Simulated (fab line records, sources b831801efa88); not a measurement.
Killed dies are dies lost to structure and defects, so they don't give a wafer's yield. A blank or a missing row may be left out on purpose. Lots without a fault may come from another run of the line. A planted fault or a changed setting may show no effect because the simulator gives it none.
Which tool did it? | flow gf180mcu | 14 lots, 42 wafers sampled, at 6 steps of a route of 602

WHAT THE GAUGES READ, wafer by wafer
GF_STI_THK_MEAS_22.
lot  | measured    | on            | STI_OXIDATION_01_THK (nm)
L969 | day 2 06:39 | film_metro-01 | 14.99 14.84 14.83
L970 | day 2 08:36 | film_metro-01 | 14.74 14.78 14.60
L971 | day 2 13:53 | film_metro-01 | 14.84 14.51 14.86
L974 | day 3 04:43 | film_metro-03 | 15.20 15.26 15.22
L975 | day 3 10:32 | film_metro-02 | 14.39 14.59 14.77
L976 | day 3 14:58 | film_metro-02 | 14.71 14.98 14.94
L977 | day 3 20:17 | film_metro-02 | 14.61 14.78 14.57
L978 | day 4 02:00 | film_metro-01 | 15.05 15.03 15.07
L979 | day 4 06:40 | film_metro-01 | 15.20 15.07 15.39
L981 | day 4 17:43 | film_metro-03 | 14.82 14.95 14.78
L987 | day 6 00:21 | film_metro-01 | 15.10 15.30 15.14
L988 | day 6 05:46 | film_metro-01 | 15.11 14.87 14.57
L990 | day 6 18:15 | film_metro-03 | 15.09 15.11 15.27
L992 | day 7 02:32 | film_metro-03 | 14.74 14.97 15.08

GF_LVPWELL_TW_MEAS_11.
lot  | measured    | on            | LVPWELL_TW
L969 | day 3 23:13 | film_metro-02 | 557 557 556
L970 | day 4 03:06 | film_metro-04 | 562 559 561
L971 | day 4 08:13 | film_metro-04 | 563 561 563
L974 | day 5 00:59 | film_metro-02 | 556 556 553
L975 | day 5 06:25 | film_metro-02 | 555 556 553
L976 | day 5 11:44 | film_metro-02 | 555 556 553
L977 | day 5 18:17 | film_metro-04 | 30 30 30
L978 | day 5 23:21 | film_metro-04 | 30 30 30
L979 | day 6 03:35 | film_metro-01 | 558 555 554
L981 | day 6 17:01 | film_metro-01 | 555 553 554
L987 | day 8 02:38 | film_metro-01 | 554 554 553
L988 | day 8 08:16 | film_metro-04 | 561 559 560
L990 | day 8 21:53 | film_metro-04 | 560 561 561
L992 | day 9 06:59 | film_metro-04 | 565 564 565

GF_MVSD_OVL_MEAS_07.
lot  | measured     | on         | MVSD_OVL (nm)
L969 | day 4 12:37  | overlay-02 | -1.5 -0.5 -1.3
L970 | day 4 17:08  | overlay-01 | 0.5 -2.1 -0.5
L971 | day 4 21:38  | overlay-01 | -2.7 -0.8 -1.0
L974 | day 5 15:37  | overlay-01 | -1.0 0.1 -2.1
L975 | day 5 20:05  | overlay-02 | -2.0 -2.2 -3.2
L976 | day 6 01:42  | overlay-02 | 0.4 0.4 0.1
L977 | day 6 08:48  | overlay-01 | -1.9 -1.5 -1.1
L978 | day 6 13:53  | overlay-01 | -0.6 -2.3 -0.7
L979 | day 6 18:21  | overlay-01 | -0.8 -1.5 -0.3
L981 | day 7 08:29  | overlay-02 | 0.0 -1.4 0.0
L987 | day 8 19:00  | overlay-02 | 1.3 -0.7 -1.2
L988 | day 9 00:23  | overlay-02 | -0.3 1.2 0.1
L990 | day 9 15:07  | overlay-01 | 1.0 -1.3 -0.1
L992 | day 10 00:34 | overlay-01 | -1.9 -2.0 -1.6

GF_POLY_GATE_CD_MEAS_10: target cd 280 nm.
lot  | measured     | on        | cd_nm (nm)
L969 | day 9 06:56  | cd_sem-02 | 279.5 278.4 280.4
L970 | day 9 11:32  | cd_sem-02 | 279.1 279.2 279.4
L971 | day 9 20:53  | cd_sem-02 | 278.6 279.1 279.8
L974 | day 10 17:33 | cd_sem-01 | 279.3 279.4 279.6
L975 | day 11 00:35 | cd_sem-01 | 281.6 280.6 281.3
L976 | day 11 04:42 | cd_sem-02 | 278.7 279.8 279.4
L977 | day 11 12:43 | cd_sem-01 | 278.7 280.2 279.8
L978 | day 11 21:34 | cd_sem-02 | 279.7 279.8 278.9
L979 | day 12 02:28 | cd_sem-02 | 278.2 279.9 278.9
L981 | day 12 16:31 | cd_sem-01 | 281.7 280.3 280.9
L987 | day 14 14:45 | cd_sem-02 | 281.0 280.7 280.4
L988 | day 14 20:56 | cd_sem-01 | 281.6 280.5 281.0
L990 | day 15 12:31 | cd_sem-02 | 281.3 281.1 282.6
L992 | day 16 02:00 | cd_sem-01 | 280.0 279.2 279.4

WHICH TOOL RAN EACH LOT (tool, then ch and the chambers of the sampled wafers, then the start)
lot  | GF_NWELL_STRIP_10                   | GF_LVPWELL_STRIP_10
L969 | plasma_asher-02 ch 0,1, day 3 10:01 | plasma_asher-02 ch 0,1, day 3 23:07
L970 | plasma_asher-01 ch 0,1, day 3 13:37 | plasma_asher-03 ch 0,1, day 4 02:59
L971 | plasma_asher-01 ch 0,1, day 3 18:40 | plasma_asher-01 ch 0,1, day 4 08:07
L974 | plasma_asher-04 ch 0,1, day 4 10:56 | plasma_asher-03 ch 0,1, day 5 00:53
L975 | plasma_asher-04 ch 0,1, day 4 16:05 | plasma_asher-02 ch 0,1, day 5 06:19
L976 | plasma_asher-04 ch 0,1, day 4 21:13 | plasma_asher-02 ch 0,1, day 5 11:38
L977 | plasma_asher-04 ch 0,1, day 5 03:32 | plasma_asher-03 ch 0,1, day 5 18:11
L978 | plasma_asher-02 ch 0, day 5 08:38   | plasma_asher-02 ch 0, day 5 23:14
L979 | plasma_asher-02 ch 0,1, day 5 13:08 | plasma_asher-01 ch 0,1, day 6 03:29
L981 | plasma_asher-04 ch 0,1, day 6 01:14 | plasma_asher-01 ch 0,1, day 6 16:55
L987 | plasma_asher-04 ch 1, day 7 10:32   | plasma_asher-02 ch 0,1, day 8 02:32
L988 | plasma_asher-04 ch 0,1, day 7 16:02 | plasma_asher-02 ch 0, day 8 08:10
L990 | plasma_asher-04 ch 0,1, day 8 04:35 | plasma_asher-02 ch 0,1, day 8 21:47
L992 | plasma_asher-02 ch 0,1, day 8 13:08 | plasma_asher-03 ch 0,1, day 9 06:53
- GF_NWELL_STRIP_10: strips in O2/N2.
- GF_LVPWELL_STRIP_10: strips in O2/N2.

WHAT THE TOOLS THEMSELVES READ (means of the sampled wafers that have a number; where no wafer has one, the mark that the record gives instead)
GF_NWELL_STRIP_10.
lot  | tool            | chamber_pressure_mTorr (mTorr) | drypump_motor_current_A (A) | heater_power_w (W) | oes_product_au (a.u.) | strip_time_to_endpoint_s (s)
L969 | plasma_asher-02 | 1500.3                         | 5.95                        | 322                | 0.721                 | 37.17
L970 | plasma_asher-01 | 1498.5                         | 6.07                        | 370                | 0.720                 | 37.14
L971 | plasma_asher-01 | 1499.5                         | 6.20                        | 370                | 0.719                 | 37.07
L974 | plasma_asher-04 | 1499.0                         | 5.76                        | 366                | 0.715                 | 36.75
L975 | plasma_asher-04 | 1498.5                         | 5.78                        | 362                | 0.724                 | 37.17
L976 | plasma_asher-04 | 1500.4                         | 5.77                        | 370                | 0.720                 | 37.03
L977 | plasma_asher-04 | -                              | -                           | -                  | -                     | -
L978 | plasma_asher-02 | -                              | -                           | -                  | -                     | -
L979 | plasma_asher-02 | 1504.2                         | 5.80                        | 351                | 0.726                 | 36.97
L981 | plasma_asher-04 | 1500.1                         | 5.94                        | 382                | 0.721                 | 36.95
L987 | plasma_asher-04 | 1499.5                         | 5.58                        | 360                | 0.724                 | 36.86
L988 | plasma_asher-04 | 1500.6                         | 5.95                        | 377                | 0.722                 | 37.00
L990 | plasma_asher-04 | 1500.7                         | 5.94                        | 375                | 0.719                 | 36.89
L992 | plasma_asher-02 | 1500.5                         | 5.97                        | 326                | 0.724                 | 36.98

GF_LVPWELL_STRIP_10.
lot  | tool            | chamber_pressure_mTorr (mTorr) | drypump_motor_current_A (A) | heater_power_w (W) | oes_product_au (a.u.) | strip_time_to_endpoint_s (s)
L969 | plasma_asher-02 | 1500.6                         | 5.80                        | 350                | 0.722                 | 36.98
L970 | plasma_asher-03 | 1502.1                         | 6.11                        | 356                | 0.723                 | 37.04
L971 | plasma_asher-01 | 1499.9                         | 6.17                        | 367                | 0.718                 | 36.93
L974 | plasma_asher-03 | 1500.7                         | 6.09                        | 354                | 0.723                 | 36.94
L975 | plasma_asher-02 | 1499.3                         | 5.95                        | 325                | 0.730                 | 36.98
L976 | plasma_asher-02 | 1499.7                         | 5.79                        | 355                | 0.725                 | 36.99
L977 | plasma_asher-03 | 1500.3                         | 5.88                        | 356                | 0.746                 | 81.74
L978 | plasma_asher-02 | 1500.6                         | 6.15                        | 297                | 0.738                 | 81.41
L979 | plasma_asher-01 | 1499.7                         | 6.08                        | 373                | 0.723                 | 37.03
L981 | plasma_asher-01 | 1498.5                         | 6.19                        | 365                | 0.721                 | 36.92
L987 | plasma_asher-02 | 1500.5                         | 5.81                        | 352                | 0.725                 | 36.91
L988 | plasma_asher-02 | 1497.4                         | 6.14                        | 301                | 0.721                 | 37.07
L990 | plasma_asher-02 | 1499.3                         | 5.80                        | 347                | 0.723                 | 37.19
L992 | plasma_asher-03 | 1500.5                         | 5.89                        | 357                | 0.724                 | 36.89

THE ANSWER, worked out from the rows above alone
Rule: what is usual is taken from the lots themselves. Put in order of their means at a reading, lots are off if they are a third of the lots or fewer, leave a main group of 4 or more, and stand apart from it by a gap of 3 or more times the standard deviation of the main group's means; of several such gaps the widest counts. A main group whose means are all the same, to the digits that the tables above print for the reading, isn't used. A lot without any number at a reading at which 4 lots or more have one is off too. The other lots that the step has rows for count as sound. The gauges are gone through in route order, then the tools' own readings, and for those a lot's mean is taken as printed above. The first step at which some lot is off is used, and at that step the reading that is off furthest; a lot without a number counts as furthest.
Off: L977, L978, at GF_LVPWELL_TW_MEAS_11 (LVPWELL_TW). The main group: mean 558, standard deviation 3.6.
A tool fits if, at a process step before that reading, it ran every lot that is off, and no sound lot after the first of them. The gauges at GF_LVPWELL_TW_MEAS_11 aren't tried: what is off there is off at GF_NWELL_STRIP_10 too, on other tools, and a gauge's error can't cause that. None of those tried fits.

WHAT THE SIMULATOR HAD PUT IN
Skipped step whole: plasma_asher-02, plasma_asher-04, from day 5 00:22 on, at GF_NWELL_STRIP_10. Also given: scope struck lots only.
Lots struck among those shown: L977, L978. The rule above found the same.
